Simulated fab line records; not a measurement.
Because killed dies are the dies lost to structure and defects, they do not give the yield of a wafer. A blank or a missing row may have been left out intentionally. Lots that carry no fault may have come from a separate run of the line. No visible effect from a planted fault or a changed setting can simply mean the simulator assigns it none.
Chamber matching + flow sky130 + 4 sister chambers for SKY_FIELD_ISO_ETCH_14 on rie_diel-04
The step etches BARC in N2/H2, stops on SiO2, time 45.9 s, target depth 60 nm. 4 wafers are shown with their chamber, then 7 later ones without.

WAFERS WITH THEIR CHAMBER
| wafer  | chamber | drypump_motor_current_A (A) |
|--------|---------|-----------------------------|
| L861.4 | 2       | 5.7                         |
| L861.5 | 3       | 5.4                         |
| L863.2 | 0       | 5.6                         |
| L863.3 | 1       | 5.0                         |

WAFERS WHOSE CHAMBER IS MISSING
| wafer  | drypump_motor_current_A (A) |
|--------|-----------------------------|
| L863.6 | 5.7                         |
| L866.3 | 5.0                         |
| L866.4 | 5.5                         |
| L866.6 | 5.0                         |
| L872.2 | 5.5                         |
| L872.3 | 5.5                         |
| L872.4 | 5.7                         |

THE CHAMBER EACH PASSED THROUGH
| wafer  | from the rows above          | in truth |
|--------|------------------------------|----------|
| L863.6 | can't be placed: 2 or 0      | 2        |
| L866.3 | 1                            | 1        |
| L866.4 | can't be placed: 0 or 3 or 2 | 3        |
| L866.6 | 1                            | 1        |
| L872.2 | can't be placed: 0 or 3 or 2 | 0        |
| L872.3 | can't be placed: 0 or 3 or 2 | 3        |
| L872.4 | can't be placed: 2 or 0      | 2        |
Correctly placed: 2 of 7. From these rows, 5 cannot be placed; in 5 the true chamber is one of the candidates. 0 placed wrongly.
How it was worked out, from the rows above alone: a wafer's distance from a chamber is the root of the sum, over the readings, of the square of ((its reading less the chamber's mean) divided by the reading's scatter). The wafer belongs to the nearest chamber; if the next one is less than 2 further off, it can't be placed. A chamber's mean is the mean of its shown wafers. The scatter (one wafer shown for each chamber): square how far every hidden wafer sits from the nearest shown wafer, average those squares and take the square root.
